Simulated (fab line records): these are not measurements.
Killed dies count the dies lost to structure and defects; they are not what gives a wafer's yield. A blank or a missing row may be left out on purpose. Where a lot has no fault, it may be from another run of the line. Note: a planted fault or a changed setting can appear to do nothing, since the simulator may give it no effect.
Which tool is to blame?	flow gf180mcu	Sampling: 14 lots, 42 wafers, 3 of 602 route steps

## WHAT EACH GAUGE READ, for each wafer
GF_V5_THK_MEAS_25: measures by xrf.
lot	measured	on	V5_W_THK (nm)
L730	day 27 13:43	film_metro-01	357 364 362
L731	day 27 22:17	film_metro-04	361 354 358
L732	day 28 02:37	film_metro-04	355 365 363
L734	day 28 21:32	film_metro-01	361 360 365
L735	day 29 00:19	film_metro-02	363 367 361
L736	day 29 18:07	film_metro-01	360 358 367
L737	day 29 18:31	film_metro-04	366 356 368
L743	day 31 14:02	film_metro-02	362 354 354
L744	day 31 19:38	film_metro-04	353 355 359
L746	day 32 07:22	film_metro-02	351 354 357
L749	day 32 19:13	film_metro-02	354 361 363
L750	day 33 05:23	film_metro-01	369 364 372
L751	day 33 10:13	film_metro-01	364 359 364
L752	day 33 14:34	film_metro-04	371 365 361

GF_TOP_METAL_THK_MEAS_06: measures by xrf.
lot	measured	on	TOP_METAL_ALCU_THK (nm)
L730	day 27 14:25	film_metro-02	917 920 923
L731	day 27 22:59	film_metro-03	922 945 933
L732	day 28 03:20	film_metro-04	921 945 929
L734	day 28 22:14	film_metro-02	930 931 941
L735	day 29 01:01	film_metro-04	912 918 925
L736	day 29 18:49	film_metro-04	934 939 928
L737	day 29 19:13	film_metro-04	928 933 921
L743	day 31 14:44	film_metro-03	915 922 907
L744	day 31 20:22	film_metro-04	918 919 936
L746	day 32 09:56	film_metro-02	934 933 925
L749	day 32 19:59	film_metro-04	942 930 936
L750	day 33 07:02	film_metro-02	925 915 915
L751	day 33 13:02	film_metro-02	930 943 931
L752	day 33 16:38	film_metro-03	938 919 918

## EACH LOT AND THE TOOL THAT RAN IT (in order: tool; ch and the chambers of the sampled wafers; start)
lot	GF_TOP_METAL_SPUTTER_04
L730	pvd_sputter-04, day 27 14:14
L731	pvd_sputter-04, day 27 22:50
L732	pvd_sputter-01, day 28 03:11
L734	pvd_sputter-01, day 28 22:05
L735	pvd_sputter-02, day 29 00:52
L736	pvd_sputter-01, day 29 18:38
L737	pvd_sputter-02, day 29 19:04
L743	pvd_sputter-04, day 31 14:35
L744	pvd_sputter-01, day 31 20:11
L746	pvd_sputter-02, day 32 09:46
L749	pvd_sputter-02, day 32 19:50
L750	pvd_sputter-02, day 33 06:53
L751	pvd_sputter-04, day 33 12:53
L752	pvd_sputter-04, day 33 16:29
- GF_TOP_METAL_SPUTTER_04: material TiN, target thk 25 nm, time 20.8 s.

## AS READ BY THE TOOLS THEMSELVES (means over the sampled wafers that have a number; for cases with no such wafer, the mark the record gives instead)
GF_TOP_METAL_SPUTTER_04.
lot	tool	throttle_valve_pct (%)
L730	pvd_sputter-04	30.7
L731	pvd_sputter-04	30.1
L732	pvd_sputter-01	29.0
L734	pvd_sputter-01	29.5
L735	pvd_sputter-02	29.7
L736	pvd_sputter-01	29.2
L737	pvd_sputter-02	29.7
L743	pvd_sputter-04	30.0
L744	pvd_sputter-01	28.8
L746	pvd_sputter-02	30.1
L749	pvd_sputter-02	29.6
L750	pvd_sputter-02	30.3
L751	pvd_sputter-04	29.2
L752	pvd_sputter-04	29.2

## THE ANSWER, worked out from the rows above alone
Rule: usual is defined by the lots themselves. Put in order of their means at a reading, lots are off if they are a third of the lots or fewer, leave a main group of 4 or more, and stand apart from it by a gap of 3 or more times the standard deviation of the main group's means; of several such gaps the widest counts. The tables above print the reading to a certain number of digits; a main group whose means all agree to those digits is not used. Also off: a lot with no number at a reading for which 4 or more lots have one. The other lots that the step has rows for count as sound. First the gauges in route order, then the tools' own readings, where a lot's mean is used as printed above. At the first step where some lot is off, the reading lying furthest off is the one used; lots without a number count as furthest.
None of the lots is off at any reading shown; this tells nothing.

## WHAT THE SIMULATOR PUT IN
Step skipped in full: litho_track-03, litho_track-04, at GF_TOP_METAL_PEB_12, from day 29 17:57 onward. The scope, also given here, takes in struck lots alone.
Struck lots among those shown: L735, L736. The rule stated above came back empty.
